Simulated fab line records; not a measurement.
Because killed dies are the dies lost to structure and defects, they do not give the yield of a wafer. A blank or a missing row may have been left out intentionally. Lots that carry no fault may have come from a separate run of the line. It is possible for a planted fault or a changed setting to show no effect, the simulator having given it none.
fab line records | flow sky130
[record] lots = 6 | wafers = 18 | lastDay = 50
route steps=708 shown VIA2@510 PAD_OPEN@708
lots untouched by any fault: they come from a run of this same line in which no faults occurred
startH: hours from the record's first day to the start of the lot's first wafer shown | waitH: hours from the lot's prior step to this one | " repeats the value in the row above | L1.1+2: several wafers, shown together as one row | - no value present, or no start provided | * or withheld: withheld | < > ~ a bound
route shown NAME@n: names a module that has steps shown in the file, with the first one's number in the route | usual: mean/standard deviation of fault-free wafers | same: alike in all rows | chamber/n: place in a boat | sites: per-site readings | _std_site: the values' standard deviation | _edge_site: the outer-site mean with the inner-site mean subtracted | radiusMm: how far each site lies from the wafer's centre | mask NAME#n: copy n | behind: the most recent tool/chamber to have shaped the wafer | hold: why the lot went on hold/how many hours it stayed there/how the hold came to an end | device: the transistor (n, p or np) that didn't switch | end of line: the tests these same wafers got at the end of their route | a step without rows: its recipe alone | killed: dies that structure and defects cost at the first sort, which is not the same as the wafer's yield | map: a wafer's dies, marking killed ones x, the rest . and places with no die _
set.NAME: the setting as run; set.NAME@STEP: as run at that earlier step | model.NAME: the simulator's own value behind a step, which no gauge read
certain route steps with their lots: each step a table, each wafer a row
services: the hour from which a tool's chamber was out of use, counted from the record's first day as startH (under 0 if before that day), plus the number of hours and why
[[steps]]
[step SKY_VIA2_BOW_MEAS_03]
[recipe] mode = bow
[usual] VIA2_BOW = 86/6.8
lot.wafer | tool         | chamber | startH | waitH | VIA2_BOW[um]
L732.4    | filmMetro-02 | -       | 866.10 | 0.3   | 90
L732.5    | "            | -       | "      | "     | 93
L732.6    | "            | -       | "      | "     | 93
L737.1    | filmMetro-03 | -       | 866.99 | 0.1   | 89
L737.3    | "            | -       | "      | "     | 86
L737.6    | "            | -       | "      | "     | 89
L738.3    | filmMetro-01 | -       | 867.19 | 0.1   | 88
L738.4    | "            | -       | "      | "     | 72
L738.5    | "            | -       | "      | "     | 81
L740.2    | filmMetro-01 | -       | 889.86 | 0.1   | 83
L740.3    | "            | -       | "      | "     | 70
L740.5    | "            | -       | "      | "     | 80
L746.3    | filmMetro-02 | -       | 942.40 | 0.2   | 97
L746.4    | "            | -       | "      | "     | 88
L746.6    | "            | -       | "      | "     | 86
L751.1    | filmMetro-03 | -       | 976.25 | 0.1   | 81
L751.3    | "            | -       | "      | "     | 76
L751.6    | "            | -       | "      | "     | 90
[step SKY_VIA2_DEHYDRATE_04]
[recipe] tempC = 200 | timeS = 60
[step SKY_VIA2_HMDS_05]
[recipe] primeTimeS = 60 | primeTempC = 120
[step SKY_VIA2_COAT_06]
[recipe] resist = BARC | tempC = withheld | timeS = withheld | spinRpm = 3000 | resistThkNm = 60
[step SKY_VIA2_COAT_07]
[recipe] resist = KrF-thick | spinRpm = 3000 | resistThkNm = 450
[step SKY_VIA2_SOFTBAKE_08]
[recipe] tempC = 100 | timeS = 90 | resist = KrF-thick
[step SKY_VIA2_EXPOSE_09]
[recipe] maskId = VIM2 | na = 0.8 | sourceShape = annular | sigmaInner = 0.55 | sigmaOuter = 0.85 | targetCdNm = 200 | doseMj = 38
[step SKY_VIA2_PEB_10]
[recipe] pebTempC = withheld | pebTimeS = withheld | resist = KrF-thick
[step SKY_VIA2_DEVELOP_11]
[recipe] developTimeS = 60 | resist = KrF-thick | devTempC = 21
[step SKY_VIA2_CD_MEAS_12]
[recipe] targetCdNm = 200
[usual] cdNm = 200.4/1.6
lot.wafer | tool     | chamber | startH | waitH | cdNm
L732.4    | cdSem-01 | -       | 891.64 | -     | 203.9
L732.5    | "        | -       | "      | "     | 202.6
L732.6    | "        | -       | "      | "     | 203.7
L737.1    | cdSem-01 | -       | 892.86 | -     | 201.9
L737.3    | "        | -       | "      | "     | 202.2
L737.6    | "        | -       | "      | "     | 203.0
L738.3    | cdSem-02 | -       | 893.06 | -     | 200.1
L738.4    | "        | -       | "      | "     | 199.8
L738.5    | "        | -       | "      | "     | 200.0
L740.2    | cdSem-02 | -       | 914.44 | -     | 198.8
L740.3    | "        | -       | "      | "     | 200.2
L740.5    | "        | -       | "      | "     | 197.3
L746.3    | cdSem-01 | -       | 965.82 | -     | 201.7
L746.4    | "        | -       | "      | "     | 200.0
L746.6    | "        | -       | "      | "     | 201.1
L751.1    | cdSem-01 | -       | 999.86 | -     | 200.7
L751.3    | "        | -       | "      | "     | 201.1
L751.6    | "        | -       | "      | "     | 201.8
[step SKY_VIA2_OVL_MEAS_13]
[usual] VIA2_OVL = -4/4.6
lot.wafer | tool       | chamber | startH | waitH | VIA2_OVL[nm]
L732.4    | overlay-02 | -       | 891.72 | 0.1   | -2
L732.5    | "          | -       | "      | "     | -7
L732.6    | "          | -       | "      | "     | 4
L737.1    | overlay-01 | -       | 892.98 | 0.1   | -6
L737.3    | "          | -       | "      | "     | -4
L737.6    | "          | -       | "      | "     | -2
L738.3    | overlay-01 | -       | 893.15 | 0.1   | 3
L738.4    | "          | -       | "      | "     | -2
L738.5    | "          | -       | "      | "     | -8
L740.2    | overlay-02 | -       | 914.54 | 0.1   | -7
L740.3    | "          | -       | "      | "     | -5
L740.5    | "          | -       | "      | "     | -4
L746.3    | overlay-02 | -       | 965.91 | 0.1   | -1
L746.4    | "          | -       | "      | "     | -3
L746.6    | "          | -       | "      | "     | -4
L751.1    | overlay-01 | -       | 999.98 | 0.1   | 3
L751.3    | "          | -       | "      | "     | 7
L751.6    | "          | -       | "      | "     | -2
[step SKY_VIA2_ETCH_14]
[recipe] chemistry = N2/H2 | target = BARC | ionEnergyEv = 200 | sourceW = 500 | biasW = 100 | pressureMtorr = 30 | n2FlowSccm = 100 | h2FlowSccm = 200 | stopOn = SiO2 | timeS = 45.9 | targetDepthA = 600
[usual] drypumpMotorCurrentA = 5.8/0.44 | oesProductAu = 0.854/0.0054 | throttleValvePct = 13.223/0.009
lot.wafer | tool       | chamber | startH  | waitH | drypumpMotorCurrentA | oesProductAu | rfHoursCounterH | throttleValvePct
L732.4    | rieDiel-03 | 2       | 891.76  | 0.0   | 5.4                  | 0.849        | -               | 13.227
L732.5    | "          | 0       | "       | "     | 5.7                  | 0.856        | -               | 13.220
L732.6    | "          | 2       | "       | "     | 5.4                  | 0.856        | -               | 13.227
L737.1    | rieDiel-02 | 1       | 893.02  | 0.0   | 6.8                  | 0.855        | 11              | 13.213
L737.3    | "          | 0       | "       | "     | 6.2                  | 0.859        | 7               | 13.233
L737.6    | "          | 3       | "       | "     | 6.3                  | 0.852        | -               | 13.220
L738.3    | rieDiel-02 | 0       | 893.17  | 0.0   | 6.2                  | 0.853        | 7               | 13.245
L738.4    | "          | 1       | "       | "     | 6.7                  | 0.847        | 11              | 13.225
L738.5    | "          | 3       | "       | "     | 6.4                  | 0.844        | -               | 13.243
L740.2    | rieDiel-02 | 3       | 914.57  | 0.0   | 6.4                  | 0.863        | 7               | 13.224
L740.3    | "          | 1       | "       | "     | 6.7                  | 0.854        | 12              | 13.233
L740.5    | "          | 1       | "       | "     | 6.8                  | 0.853        | -               | 13.215
L746.3    | rieDiel-03 | 1       | 965.94  | 0.0   | 5.6                  | 0.858        | 1               | 13.228
L746.4    | "          | 2       | "       | "     | 5.4                  | 0.851        | -               | 13.231
L746.6    | "          | 0       | "       | "     | 5.7                  | 0.851        | -               | 13.227
L751.1    | rieDiel-01 | 2       | 1000.02 | 0.0   | 5.7                  | 0.846        | 3               | 13.235
L751.3    | "          | 3       | "       | "     | 5.9                  | 0.855        | 4               | 13.220
L751.6    | "          | 3       | "       | "     | 5.9                  | 0.854        | -               | 13.213
[step SKY_VIA2_ETCH_15]
[recipe] target = SiO2 | chemistry = C4F8/O2/Ar | targetDepthNm = 546 | stopOn = TiN | maskMaterial = KrF-thick | sourceW = 1500 | biasW = 1200 | pressureMtorr = 40 | c4f8FlowSccm = withheld | O2_flow_sccm = 6 | Ar_flow_sccm = 300 | timeS = 84
[usual] oesProductAu = 0.940/0.0048
lot.wafer | tool       | chamber | startH  | waitH | oesProductAu | rfHoursCounterH | model.KrF-thick_of_VIA2_COAT_07.thkNm | model.VIA2.featureDepthNm | model.TiN_of_METAL2_SPUTTER_04.thkNm
L732.4    | rieDiel-03 | 2       | 891.83  | 0.1   | 0.941        | -               | 290.7                                 | 494.4                     | 70.91
L732.5    | "          | 0       | "       | "     | 0.942        | -               | 281.2                                 | 495.8                     | 70.28
L732.6    | "          | 2       | "       | "     | 0.933        | -               | 288.6                                 | 494                       | 69.98
L737.1    | rieDiel-02 | 1       | 893.06  | 0.0   | 0.937        | 11              | 282.7                                 | 494.7                     | 69.31
L737.3    | "          | 0       | "       | "     | 0.940        | 7               | 286.3                                 | 493.4                     | 67.73
L737.6    | "          | 3       | "       | "     | 0.938        | -               | 282.2                                 | 493.6                     | 68.08
L738.3    | rieDiel-02 | 0       | 893.22  | 0.0   | 0.936        | 7               | 249.4                                 | 500.3                     | 63.82
L738.4    | "          | 1       | "       | "     | 0.939        | 11              | 246                                   | 499.5                     | 63.89
L738.5    | "          | 3       | "       | "     | 0.935        | -               | 247.8                                 | 498.7                     | 63.24
L740.2    | rieDiel-02 | 3       | 914.62  | 0.0   | 0.943        | 7               | 245.7                                 | 502.4                     | 62.54
L740.3    | "          | 1       | "       | "     | 0.934        | 12              | 249.1                                 | 501.8                     | 63.27
L740.5    | "          | 1       | "       | "     | 0.948        | -               | 250.5                                 | 502.5                     | 63.53
L746.3    | rieDiel-03 | 1       | 965.98  | 0.0   | 0.942        | 1               | 284.7                                 | 493.2                     | 69.15
L746.4    | "          | 2       | "       | "     | 0.941        | -               | 283.2                                 | 493.5                     | 68.57
L746.6    | "          | 0       | "       | "     | 0.939        | -               | 280.1                                 | 492.8                     | 69.18
L751.1    | rieDiel-01 | 2       | 1000.06 | 0.0   | 0.939        | 3               | 284.5                                 | 494.8                     | 70.04
L751.3    | "          | 3       | "       | "     | 0.937        | 4               | 284.2                                 | 493.5                     | 69.86
L751.6    | "          | 3       | "       | "     | 0.943        | -               | 283.8                                 | 495                       | 69.22
[step SKY_VIA2_STRIP_16]
[recipe] chemistry = O2/N2 | powerW = 1400 | pressureMtorr = 1500 | platenTempC = withheld | o2FlowSccm = 3000 | n2FlowSccm = 300 | overashFraction = 0.5
[usual] drypumpMotorCurrentA = 5.7/0.38 | oesProductAu = 0.399/0.0047 | stripTimeToEndpointS = 4.06/0.03
lot.wafer | tool           | chamber | startH  | waitH | drypumpMotorCurrentA | oesProductAu | rfHoursCounterH | stripTimeToEndpointS
L732.4    | plasmaAsher-02 | 0       | 891.93  | 0.1   | 5.3                  | 0.394        | -               | 4.15
L732.5    | "              | 0       | "       | "     | 5.3                  | 0.404        | -               | 4.03
L732.6    | "              | 1       | "       | "     | 6.2                  | 0.395        | -               | 4.11
L737.1    | plasmaAsher-03 | 0       | 893.12  | 0.0   | 6.0                  | 0.400        | 74              | 4.05
L737.3    | "              | 1       | "       | "     | 5.3                  | 0.404        | -               | 4.07
L737.6    | "              | 1       | "       | "     | 5.3                  | 0.405        | -               | 4.04
L738.3    | plasmaAsher-02 | 1       | 893.31  | 0.1   | 6.2                  | 0.386        | -               | 3.69
L738.4    | "              | 0       | "       | "     | 5.3                  | 0.374        | -               | 3.65
L738.5    | "              | 0       | "       | "     | 5.3                  | 0.380        | -               | 3.67
L740.2    | plasmaAsher-04 | 1       | 914.71  | 0.1   | 6.0                  | 0.386        | 17              | 3.63
L740.3    | "              | 0       | "       | "     | 5.6                  | 0.387        | -               | 3.68
L740.5    | "              | 0       | "       | "     | 5.6                  | 0.386        | -               | 3.71
L746.3    | plasmaAsher-04 | 0       | 966.08  | 0.1   | 5.6                  | 0.401        | -               | 4.06
L746.4    | "              | 1       | "       | "     | 6.0                  | 0.392        | -               | 4.04
L746.6    | "              | 1       | "       | "     | 6.0                  | 0.399        | -               | 4.02
L751.1    | plasmaAsher-02 | 0       | 1000.13 | 0.0   | 5.3                  | 0.401        | 118             | 4.03
L751.3    | "              | 0       | "       | "     | 5.3                  | 0.391        | -               | 4.05
L751.6    | "              | 1       | "       | "     | 6.2                  | 0.389        | -               | 4.05
[step SKY_VIA2_STRIP_17]
[recipe] chemistry = postEtchResidueRemover | timeS = 1200 | tempC = 72.5
[step SKY_PAD_OPEN_PROBE_99]
[usual] defectLimitedYield = 83.0/1.8 | killed_at_M0_to_M3 = 42/6.6 | killed_at_M4_up = 3.0/1.7 | killedAtContacts = 24/5.3 | killedAtFrontEnd = 15/4.5 | killedAtOther = 0.2/0.49 | killedDies = 83/9 | killedOpen = 45/6.9 | killedShort = 38/5.8 | sort_bin_3_pad_short = 0.8/0.4 | sort_bin_5_function = 10.0/1.5 | sort_bin_6_memory = 6.1/1.1 | sortNPass = 409/9 | sortYieldPct = 83.0/1.8
[same] grossDies = 492 | killedAtBackSide = 0 | sort_bin_4_leakage[%] = 0 | sort_bin_8_speed[%] = 0
lot.wafer | tool      | chamber | startH  | waitH | defectLimitedYield[%] | killed_at_M0_to_M3 | killed_at_M4_up | killedAtContacts | killedAtFrontEnd | killedAtOther | killedDies | killedOpen | killedShort | sort_bin_3_pad_short[%] | sort_bin_5_function[%] | sort_bin_6_memory[%] | sortNPass | sortYieldPct[%]
L732.4    | prober-01 | -       | 1113.41 | 0.2   | 85.6                  | 31                 | 1               | 24               | 15               | 0             | 71         | 41         | 30          | 0.6                     | 8.9                    | 4.9                  | 421       | 85.6
L732.5    | prober-01 | -       | 1113.46 | 0.2   | 85.0                  | 38                 | 1               | 21               | 13               | 1             | 74         | 28         | 46          | 0.4                     | 8.5                    | 6.1                  | 418       | 85.0
L732.6    | prober-01 | -       | 1113.51 | 0.2   | 85.4                  | 35                 | 6               | 23               | 8                | 0             | 72         | 36         | 36          | 0.8                     | 10.0                   | 3.9                  | 420       | 85.4
L740.2    | prober-02 | -       | 1130.27 | 0.1   | 83.5                  | 48                 | 3               | 24               | 6                | 0             | 81         | 43         | 38          | 0.2                     | 9.3                    | 6.9                  | 411       | 83.5
L740.3    | prober-02 | -       | 1130.32 | 0.2   | 82.9                  | 45                 | 4               | 25               | 10               | 0             | 84         | 48         | 36          | 0.2                     | 9.8                    | 7.1                  | 408       | 82.9
L740.5    | prober-02 | -       | 1130.42 | 0.2   | 85.0                  | 41                 | 2               | 23               | 8                | 0             | 74         | 42         | 32          | 0.8                     | 9.8                    | 4.5                  | 418       | 85.0
L746.3    | prober-02 | -       | 1168.19 | 0.2   | 80.9                  | 51                 | 3               | 18               | 21               | 1             | 94         | 51         | 42          | 1.0                     | 10.8                   | 7.3                  | 398       | 80.9
L746.4    | prober-02 | -       | 1168.24 | 0.2   | 82.3                  | 47                 | 3               | 23               | 14               | 0             | 87         | 39         | 47          | 1.6                     | 12.0                   | 4.1                  | 405       | 82.3
L746.6    | prober-02 | -       | 1168.34 | 0.2   | 78.3                  | 57                 | 5               | 21               | 24               | 0             | 107        | 61         | 43          | 0.6                     | 13.8                   | 7.3                  | 385       | 78.3
L751.1    | prober-01 | -       | 1196.87 | 0.1   | 80.1                  | 48                 | 2               | 26               | 22               | 0             | 98         | 62         | 36          | 1.2                     | 10.6                   | 8.1                  | 394       | 80.1
L751.3    | prober-01 | -       | 1196.97 | 0.2   | 85.6                  | 43                 | 3               | 12               | 13               | 0             | 71         | 41         | 30          | 0.2                     | 10.2                   | 4.1                  | 421       | 85.6
L751.6    | prober-01 | -       | 1197.12 | 0.2   | 85.2                  | 39                 | 1               | 21               | 12               | 0             | 73         | 43         | 30          | 1.0                     | 8.9                    | 4.9                  | 419       | 85.2
// killed by level:class
L732.4 VIA1:geometricParticle:open=10 CONTACT:geometricParticle:open=7 FIELD_ISO:geometricParticle:short=6 POLY_GATE:geometricParticle:open=6 LI_CONTACT:geometricParticle:open=6 LOCAL_INTERCONNECT:geometricParticle:short=6 VIA2:geometricParticle:open=6 CONTACT:geometricParticle:short=5
L732.5 METAL1:geometricParticle:short=8 FIELD_ISO:geometricParticle:short=7 LI_CONTACT:geometricParticle:open=6 VIA1:geometricParticle:open=6 METAL2:geometricParticle:short=5 CONTACT:geometricParticle:short=5 CONTACT:geometricParticle:open=5 VIA3:geometricParticle:open=5
L732.6 CONTACT:geometricParticle:open=9 METAL1:geometricParticle:short=7 LI_CONTACT:geometricParticle:open=6 VIA2:geometricParticle:open=6 VIA3:geometricParticle:open=6 METAL4:geometricParticle:short=5 CONTACT:geometricParticle:short=5 VIA1:geometricParticle:open=4
L740.2 CONTACT:geometricParticle:open=11 VIA1:geometricParticle:open=10 VIA1:geometricParticle:short=7 VIA3:geometricParticle:open=7 METAL3:geometricParticle:short=6 METAL2:geometricParticle:short=6 LI_CONTACT:geometricParticle:open=5 METAL1:geometricParticle:short=5
L740.3 VIA1:geometricParticle:open=11 CONTACT:geometricParticle:open=10 LI_CONTACT:geometricParticle:open=7 VIA1:geometricParticle:short=7 VIA2:geometricParticle:open=6 METAL2:geometricParticle:short=5 METAL3:geometricParticle:short=4 METAL4:geometricParticle:short=4
L740.5 VIA1:geometricParticle:open=11 CONTACT:geometricParticle:open=9 LI_CONTACT:geometricParticle:open=6 VIA3:geometricParticle:open=6 METAL1:geometricParticle:short=5 VIA2:geometricParticle:short=4 VIA1:geometricParticle:short=4 METAL2:geometricParticle:short=4
L746.3 VIA1:geometricParticle:open=15 FIELD_ISO:geometricParticle:short=9 CONTACT:geometricParticle:open=7 METAL2:geometricParticle:short=7 FIELD_ISO:geometricParticle:open=5 VIA1:geometricParticle:short=5 LI_CONTACT:geometricParticle:open=4 LOCAL_INTERCONNECT:geometricParticle:short=4
L746.4 CONTACT:geometricParticle:open=9 VIA3:geometricParticle:open=9 METAL2:geometricParticle:short=9 CONTACT:geometricParticle:short=8 METAL1:geometricParticle:short=7 VIA1:geometricParticle:open=5 FIELD_ISO:geometricParticle:short=4 VIA2:geometricParticle:open=4
L746.6 VIA1:geometricParticle:open=19 CONTACT:geometricParticle:open=11 FIELD_ISO:geometricParticle:short=9 VIA2:geometricParticle:open=8 VIA1:geometricParticle:short=8 POLY_GATE:geometricParticle:open=6 METAL2:geometricParticle:short=6 FIELD_ISO:geometricParticle:open=5
L751.1 VIA1:geometricParticle:open=15 CONTACT:geometricParticle:open=9 VIA2:geometricParticle:open=9 FIELD_ISO:geometricParticle:short=7 POLY_GATE:geometricParticle:open=6 CONTACT:geometricParticle:short=6 LI_CONTACT:geometricParticle:open=6 VIA3:geometricParticle:open=5
L751.3 VIA1:geometricParticle:open=9 VIA3:geometricParticle:open=7 CONTACT:geometricParticle:open=6 VIA2:geometricParticle:open=6 METAL1:geometricParticle:short=5 POLY_GATE:geometricParticle:open=4 FIELD_ISO:geometricParticle:short=3 METAL1:geometricParticle:open=3
L751.6 VIA1:geometricParticle:open=9 CONTACT:geometricParticle:open=8 VIA2:geometricParticle:open=7 VIA1:geometricParticle:short=6 LI_CONTACT:geometricParticle:short=5 FIELD_ISO:geometricParticle:open=4 VIA3:geometricParticle:open=4 VIA2:geometricParticle:short=4
[[services]]
tool           | chamber | startH | hours | kind
rieDiel-03     | 1       | 872.08 | -     | clean
rieDiel-03     | 1       | 872.08 | 27.4  | scheduledDown
rieDiel-03     | 1       | 872.08 | 27.4  | ventCycle
rieDiel-01     | 2       | 882.26 | 4.1   | repair
plasmaAsher-04 | -       | 899.54 | 2.0   | repair
rieDiel-01     | 2       | 907.34 | -     | clean
rieDiel-01     | 2       | 907.34 | 18.8  | scheduledDown
rieDiel-01     | 2       | 907.34 | 18.8  | ventCycle
rieDiel-03     | -       | 908.44 | 2.8   | pm
plasmaAsher-02 | -       | 913.32 | 2.1   | repair
rieDiel-03     | -       | 933.19 | 0.7   | repair
rieDiel-01     | 0       | 938.78 | 3.4   | repair
rieDiel-02     | 0       | 945.26 | 8.0   | repair
plasmaAsher-03 | -       | 949.01 | 3.4   | repair
rieDiel-01     | 3       | 953.55 | 3.7   | repair
rieDiel-01     | 0       | 960.73 | -     | clean
rieDiel-01     | 0       | 960.73 | 18.5  | scheduledDown
rieDiel-01     | 0       | 960.73 | 18.5  | ventCycle
rieDiel-03     | 3       | 961.57 | -     | clean
rieDiel-03     | 3       | 961.57 | 21.3  | scheduledDown
rieDiel-03     | 3       | 961.57 | 21.3  | ventCycle
rieDiel-01     | 1       | 983.50 | 44.0  | repair
plasmaAsher-04 | -       | 995.02 | 4.6   | repair
plasmaAsher-04 | -       | 997.23 | 2.9   | repair
[[key]]
[firstSign] step = SKY_VIA2_STRIP_16 | reading = stripTimeToEndpointS | direction = down | sigmas = 13 | usual = * | struck = *
[effect] step = SKY_VIA2_STRIP_16 | reading = oesProductAu | direction = down | sigmas = 3.4 | usual = 0.399 | struck = 0.383
[modelEffect] step = SKY_VIA2_ETCH_15 | value = KrF-thick_of_VIA2_COAT_07.thkNm | without = 283.9 | struck = 248.1
metAt SKY_VIA2_ETCH_15
struckWafers L738.3,L738.4,L738.5,L740.2,L740.3,L740.5
onsetBetween 893.06 893.22
alsoFits SKY_VIA2_ETCH_14:rieDiel-02
[fault] kind = processParameterDrift | tool = rieDiel-02 | chamber = - | onsetH = 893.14 | steps = SKY_VIA2_ETCH_15 | channel = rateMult | offset = 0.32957 | shape = step | endH = 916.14
